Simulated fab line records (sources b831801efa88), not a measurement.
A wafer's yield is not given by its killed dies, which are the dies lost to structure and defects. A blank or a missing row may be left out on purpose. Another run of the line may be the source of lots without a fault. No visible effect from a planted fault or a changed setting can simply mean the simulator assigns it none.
Which tool did it?    flow sky130    36 wafers from 12 lots sampled at 5 of the route's 708 steps

## WHAT EACH GAUGE READ, for each wafer
SKY_METAL5_THK_MEAS_06: measures by xrf.
lot   measured      on             METAL5_ALCU_THK (nm)
L075  day 43 04:02  film_metro-04  1133 1117 1126
L077  day 43 20:02  film_metro-04  1131 1124 1139
L079  day 44 12:38  film_metro-02  1121 1112 1119
L081  day 44 16:34  film_metro-02  1106 1111 1100
L083  day 45 09:35  film_metro-02  1118 1129 1124
L084  day 45 19:22  film_metro-04  1135 1130 1131
L087  day 46 06:46  film_metro-04  1122 1130 1135
L089  day 46 14:50  film_metro-01  1113 1133 1131
L091  day 47 15:08  film_metro-01  1140 1131 1137
L092  day 47 18:44  film_metro-01  1149 1132 1132
L095  day 48 05:19  film_metro-02  1130 1127 1129
L097  day 48 15:10  film_metro-02  1141 1140 1158

## TOOL THAT RAN EACH LOT (tool first, then ch and the chambers of the sampled wafers, then the start)
lot   SKY_METAL1_ETCH_18                 SKY_VIA3_ETCH_15                    SKY_METAL4_SPUTTER_00         SKY_VIA4_CMP_02
L075  rie_metal-02 ch 0,1, day 33 06:13  rie_diel-01 ch 1,2,3, day 40 00:01  pvd_sputter-03, day 40 01:20  cmp-02 ch 1,3, day 42 03:07
L077  rie_metal-03 ch 1, day 34 00:53    rie_diel-02 ch 0,1, day 40 17:16    pvd_sputter-03, day 40 18:47  cmp-01 ch 1,2,3, day 42 19:49
L079  rie_metal-02 ch 0,1, day 34 17:05  rie_diel-01 ch 0,1,3, day 41 09:54  pvd_sputter-03, day 41 11:13  cmp-01 ch 0,1,2, day 43 12:08
L081  rie_metal-02 ch 0,1, day 34 23:47  rie_diel-04 ch 0,1, day 41 15:45    pvd_sputter-03, day 41 17:04  cmp-01 ch 0,1,2, day 43 16:58
L083  rie_metal-01 ch 0,1, day 35 17:25  rie_diel-01 ch 0,1, day 42 08:33    pvd_sputter-02, day 42 09:52  cmp-02 ch 2,3, day 44 10:32
L084  rie_metal-03 ch 0,1, day 36 02:34  rie_diel-04 ch 0,3, day 42 16:57    pvd_sputter-03, day 42 18:18  cmp-02 ch 2,3, day 44 21:01
L087  rie_metal-01 ch 0,1, day 36 18:16  rie_diel-04 ch 0,1,3, day 43 07:33  pvd_sputter-01, day 43 08:52  cmp-02 ch 0,1,3, day 45 06:20
L089  rie_metal-03 ch 0,1, day 37 10:38  rie_diel-02 ch 1,3, day 43 18:34    pvd_sputter-01, day 43 20:21  cmp-01 ch 1,2, day 45 17:14
L091  rie_metal-03 ch 0,1, day 38 15:56  rie_diel-04 ch 0,2,3, day 44 20:54  pvd_sputter-02, day 44 22:13  cmp-02 ch 0,1,2, day 46 17:19
L092  rie_metal-03 ch 0,1, day 38 17:43  rie_diel-04 ch 0,1,2, day 44 22:45  pvd_sputter-01, day 45 00:04  cmp-01 ch 1,2,3, day 46 21:07
L095  rie_metal-03 ch 0,1, day 39 08:20  rie_diel-01 ch 0,1,3, day 45 11:09  pvd_sputter-03, day 45 12:28  cmp-01 ch 0,3, day 47 08:08
L097  rie_metal-03 ch 0,1, day 39 21:11  rie_diel-04 ch 0,1,3, day 45 23:03  pvd_sputter-01, day 46 00:22  cmp-01 ch 1,2,3, day 47 18:57
- SKY_METAL1_ETCH_18: etches BARC in N2/H2, stops on SiO2, time 45.9 s, target depth 60 nm.
- SKY_VIA3_ETCH_15: etches SiO2 in C4F8/O2/Ar, stops on TiN, target depth 507 nm, time 78 s.
- SKY_METAL4_SPUTTER_00: material Ti, target thk 15 nm, time 10 s.
- SKY_VIA4_CMP_02: polishes SiO2.

## THE ANSWER, worked out from the rows above alone
Rule: what is usual is taken from the lots themselves. The widest of any qualifying gaps counts: lots, ordered by their means at a reading, are off when they make up no more than a third of the lots, leave a main group of 4 or more, and stand apart from it by 3 or more times the standard deviation of that group's means. A main group is skipped when, at the precision printed for the reading in the tables above, its means are all equal. A lot without any number at a reading at which 4 lots or more have one is off too. Any other lot the step has rows for is counted as sound.
Nothing can be told from this: no lot is off at any reading shown.

## WHAT THE SIMULATOR HAD INSERTED
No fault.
